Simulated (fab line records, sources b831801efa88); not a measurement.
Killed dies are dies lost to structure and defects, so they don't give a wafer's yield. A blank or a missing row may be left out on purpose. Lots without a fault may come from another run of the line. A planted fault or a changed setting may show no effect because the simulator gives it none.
Split-lot experiment | flow sfq_line | 5 lots, 27 wafers read, on a route of 325 steps

THE SPLIT
At SFQ_TRILAYER_M4_ETCH_METAL_ETCH_096 (etches Nb in Cl2/Ar, stops on SiO2, target depth 240 nm, time 120 s), the setting time_s was moved away from the recipe's 120 s on 9 of the 27 wafers read, by -36.8% to +27.2%. The other wafers ran this setting at the recipe's value.

The reading is taken at the split's own step.

THE READING
oes_product_au, in a.u., at SFQ_TRILAYER_M4_ETCH_METAL_ETCH_096 (etches Nb in Cl2/Ar, stops on SiO2, target depth 240 nm, time 120 s). Fault-free wafers of this fab line usually give 0.897 a.u., standard deviation 0.01 a.u..

wafer  | tool, chamber at the split | time_s as run, s | against the recipe | oes_product_au, a.u. | against lot-mates on the recipe
L077.1 | rie_metal-02, 1            | 120              | recipe             | 0.899                | -
L077.2 | rie_metal-02, 0            | 120              | recipe             | 0.903                | -
L077.3 | rie_metal-02, 1            | 120              | recipe             | 0.895                | -
L077.4 | rie_metal-02, 0            | 142.3            | +18.6%             | 0.890                | -0.009
L077.5 | rie_metal-02, 1            | 142.3            | +18.6%             | 0.889                | -0.010
L077.6 | rie_metal-02, 0            | 142.3            | +18.6%             | 0.887                | -0.012
L079.1 | rie_metal-02, 0            | 120              | recipe             | 0.893                | -
L079.2 | rie_metal-02, 1            | 120              | recipe             | 0.886                | -
L079.3 | rie_metal-02, 1            | 120              | recipe             | 0.890                | -
L079.4 | rie_metal-02, 0            | 120              | recipe             | 0.892                | -
L079.5 | rie_metal-02, 0            | 120              | recipe             | 0.881                | -
L079.6 | rie_metal-02, 1            | 120              | recipe             | 0.896                | -
L080.1 | rie_metal-02, 1            | 120              | recipe             | 0.906                | -
L080.2 | rie_metal-02, 0            | 120              | recipe             | 0.905                | -
L080.3 | rie_metal-02, 0            | 75.86            | -36.8%             | 0.994                | +0.089
L080.4 | rie_metal-02, 1            | 120              | recipe             | 0.905                | -
L080.5 | rie_metal-02, 0            | 75.86            | -36.8%             | 0.998                | +0.093
L080.6 | rie_metal-02, 1            | 75.86            | -36.8%             | 1.000                | +0.095
L081.1 | rie_metal-02, 1            | 120              | recipe             | 0.904                | -
L081.2 | rie_metal-02, 0            | 120              | recipe             | 0.892                | -
L081.3 | rie_metal-02, 0            | 120              | recipe             | 0.907                | -
L081.4 | rie_metal-02, 1            | 152.7            | +27.2%             | 0.887                | -0.014
L081.5 | rie_metal-02, 0            | 152.7            | +27.2%             | 0.883                | -0.018
L081.6 | rie_metal-02, 1            | 152.7            | +27.2%             | 0.883                | -0.018
L084.1 | rie_metal-04, 0            | 120              | recipe             | 0.899                | -
L084.2 | rie_metal-04, 1            | 120              | recipe             | 0.883                | -
L084.6 | rie_metal-04, 0            | 120              | recipe             | 0.884                | -

THE FIT
A straight line over all 27 wafers: oes_product_au changes by -0.00175 a.u. for each +1% of time_s; r = -0.86; the points scatter about the line by 0.018 a.u..
The same after taking each lot's own level away (the mean of its wafers on the recipe; 27 wafers): -0.00168 a.u. for each +1%; r = -0.90; scatter 0.014 a.u..
On that fit, the largest move of time_s shifts the reading by 0.062 a.u..
The lots' own levels span 0.8887 to 0.9053 a.u., that is 1.7 times the standard deviation above.
So the lot-to-lot level changes the slope little: the two slopes agree.
Check: with one of the wafers moved furthest among these (-36.8%) left out of the fit, the line predicts +0.0655 a.u. for it against its lot-mates. It came out at +0.0887 a.u. against them.
Tool readings at the split's step, against how far the setting was moved: oes_product_au r = -0.86.

OTHER SPLITS ON THESE WAFERS
These wafers also went through other splits before the reading. Each is held against what the fit with the lots' levels taken away leaves over:
other split on the same wafers                    | wafers away from the commonest value | r with oes_product_au (lot level and that fit taken away)
SFQ_TRILAYER_L0_CAP_PECVD_011 time_s              | 12                                   | +0.11
SFQ_TRILAYER_I0_DEP_PECVD_027 time_s              | 6                                    | +0.04
SFQ_TRILAYER_M1_DEP_SPUTTER_037 time_s            | 9                                    | -0.03
SFQ_TRILAYER_M2_BARC_OPEN_METAL_ETCH_077 time_s   | 9                                    | +0.26
SFQ_TRILAYER_I2_VIA_BARC_OPEN_VIA_ETCH_096 time_s | 9                                    | +0.07
SFQ_TRILAYER_M3_ETCH_METAL_ETCH_078 time_s        | 6                                    | +0.15

THE WHOLE CHAIN: every reading that the file lists as answering this split, in the file's order
step                                | what it does                                                        | reading                                                                                   | change (the file's fit)                                                            | r (the file's)
SFQ_TRILAYER_M4_ETCH_METAL_ETCH_096 | etches Nb in Cl2/Ar, stops on SiO2, target depth 240 nm, time 120 s | oes_product_au                                                                            | -0.00165 a.u. for each +1% of the setting                                          | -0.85
SFQ_TRILAYER_M4_ETCH_METAL_ETCH_096 | etches Nb in Cl2/Ar, stops on SiO2, target depth 240 nm, time 120 s | M4.feature_depth_nm (the simulator's own value, which no gauge read)                      | not straight: 151 at the lowest setting, 201.1 at the recipe, 210.2 at the highest | not given
SFQ_TRILAYER_M4_ETCH_METAL_ETCH_096 | etches Nb in Cl2/Ar, stops on SiO2, target depth 240 nm, time 120 s | KrF_of_TRILAYER_M4_LITHO_COAT_093.thk_nm (the simulator's own value, which no gauge read) | -1.4 nm for each +1% of the setting                                                | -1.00

THE FILE'S OWN FIT
oes_product_au changes by -0.00165 a.u. for each +1% of time_s, r = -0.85.
